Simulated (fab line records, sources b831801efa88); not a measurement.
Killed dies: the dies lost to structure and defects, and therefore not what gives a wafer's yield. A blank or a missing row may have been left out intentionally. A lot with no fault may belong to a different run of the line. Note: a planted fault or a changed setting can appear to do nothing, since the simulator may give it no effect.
2 desks, one fault    flow sky130    only its own numbers are on each desk; what lay behind them is given at the end

METROLOGY DESK
What the gauges read, lot by lot, whatever tool the lot ran on: means of the sampled wafers that have a number. A lot is out of limits, marked OUT, if its mean lies more than 4 standard deviations from the usual mean; the brackets give that distance.
Columns: A = INCOMING_BOW at SKY_FIELD_ISO_BOW_MEAS_00, usual -1 um; B = VT_ADJUST_HVTP_TW at SKY_VT_ADJUST_HVTP_TW_MEAS_11, usual 1359; C = VT_ADJUST_NCORE_OVL at SKY_VT_ADJUST_NCORE_OVL_MEAS_08, usual -0.8 nm
lot   first seen here  A   B                C
L259  day 2 16:02      -6  1359             -0.6
L261  day 3 02:01      -4  1369             -0.2
L262  day 3 07:01      -3  1356             -1.1
L264  day 3 17:02      -4  1352             -1.9
L266  day 4 03:01      -4  1358             -0.3
L268  day 4 13:01      -4  1371             -1.9
L269  day 4 18:01      -2  1363             -0.8
L271  day 5 04:01      -3  1360             -0.6
L272  day 5 09:00      -4  1354             -2.5
L274  day 5 19:00      2   1324 (-5.4) OUT  1.1
L275  day 6 00:00      -1  1316 (-6.8) OUT  1.2
L276  day 6 05:00      -1  1324 (-5.5) OUT  -0.3
This desk finds L274, L275, L276 out of limits, with the earliest case on L274 at day 11 17:37 (VT_ADJUST_HVTP_TW at SKY_VT_ADJUST_HVTP_TW_MEAS_11). L259, L261, L262, L264, L266, L268, L269, L271, L272 stayed within limits.

TOOL OWNER'S DESK, implanter-01
SKY_VT_ADJUST_HVTP_IMPLANT_09, tool's own readings: per-lot mean of the sampled wafers with a number, covering each lot this tool ran. A lot is out of limits, marked OUT, if its mean lies more than 4 standard deviations from the usual mean; the brackets give that distance.
Columns: A = beam on s at SKY_VT_ADJUST_HVTP_IMPLANT_09, usual 10.00 s; B = dose ions cm2 at SKY_VT_ADJUST_HVTP_IMPLANT_09, usual 4.3e+12; C = faraday current uA at SKY_VT_ADJUST_HVTP_IMPLANT_09, usual 24.3
lot   first seen here  A      B                  C
L262  day 8 13:21      10.07  4.3e+12            24.1
L266  day 10 02:17     9.66   4.3e+12            25.0
L268  day 10 12:30     10.23  4.3e+12            23.8
L269  day 10 15:09     10.16  4.3e+12            23.8
L272  day 11 00:32     10.10  4.3e+12            23.9
L274  day 11 17:22     9.78   4.0e+12 (-71) OUT  22.6
L275  day 11 22:38     10.02  4.0e+12 (-71) OUT  22.2 (-4.6) OUT
L276  day 12 05:41     10.06  4.0e+12 (-71) OUT  22.1 (-4.7) OUT
This desk finds L274, L275, L276 out of limits, L274 being first, at day 11 17:22 (dose ions cm2 at SKY_VT_ADJUST_HVTP_IMPLANT_09). L262, L266, L268, L269, L272 stayed within limits.

TAKEN TOGETHER
On L274, L275, L276, at day 11 17:22, an alarm was possible from the tool owner's desk.
The metrology desk could have raised an alarm at day 11 17:37, on L274, L275, L276.
Of the lots named, all ran SKY_VT_ADJUST_HVTP_IMPLANT_09 on implanter-01.

WHAT HAD BEEN PUT IN BY THE SIMULATOR
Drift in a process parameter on implanter-01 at SKY_VT_ADJUST_HVTP_IMPLANT_09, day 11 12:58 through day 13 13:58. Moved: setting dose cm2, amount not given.
Struck lots among those shown: L274, L275, L276.
Fault start to first reading out of limits, in hours, per desk: tool owner, 4; metrology, 5.
